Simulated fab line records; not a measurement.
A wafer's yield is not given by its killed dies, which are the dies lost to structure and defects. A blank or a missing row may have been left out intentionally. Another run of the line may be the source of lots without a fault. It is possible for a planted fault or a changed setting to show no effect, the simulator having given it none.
Chamber matching    flow gf180mcu    GF_V1_CMP_04 on cmp-01 has 4 sister chambers
The step polishes SiO2. 4 wafers are shown with their chamber, then 9 later ones without.

WAFERS PAIRED WITH THEIR CHAMBERS
wafer   chamber  motor_current_A (A)
L737.3  1        13.3
L737.4  2        10.6
L738.5  3        13.2
L738.6  0        12.6

WAFERS WHOSE CHAMBER IS MISSING
wafer   motor_current_A (A)
L739.2  12.4
L739.4  12.6
L739.5  10.4
L740.1  10.4
L740.4  12.9
L740.5  11.2
L741.2  12.8
L741.3  12.4
L741.4  11.2

CHAMBER TAKEN BY EACH
wafer   from the rows above           in truth
L739.2  can't be placed: 0 or 3       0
L739.4  can't be placed: 0 or 3       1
L739.5  2                             2
L740.1  2                             2
L740.4  can't be placed: 3 or 0 or 1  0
L740.5  2                             2
L741.2  can't be placed: 0 or 3 or 1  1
L741.3  can't be placed: 0 or 3       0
L741.4  2                             2
Placed correctly: 4 of 9. Not placeable from these rows: 5 (in 4, the candidates include the true chamber). Placed wrongly: 0.
How it was worked out, from the rows above alone: a wafer's distance from a chamber is the root of the sum, over the readings, of the square of ((its reading less the chamber's mean) divided by the reading's scatter). The wafer belongs to the nearest chamber; if the next one is less than 2 further off, it can't be placed. Each chamber's mean is taken over the wafers shown for it. The scatter (one wafer shown for each chamber): square how far every hidden wafer sits from the nearest shown wafer, average those squares and take the square root.
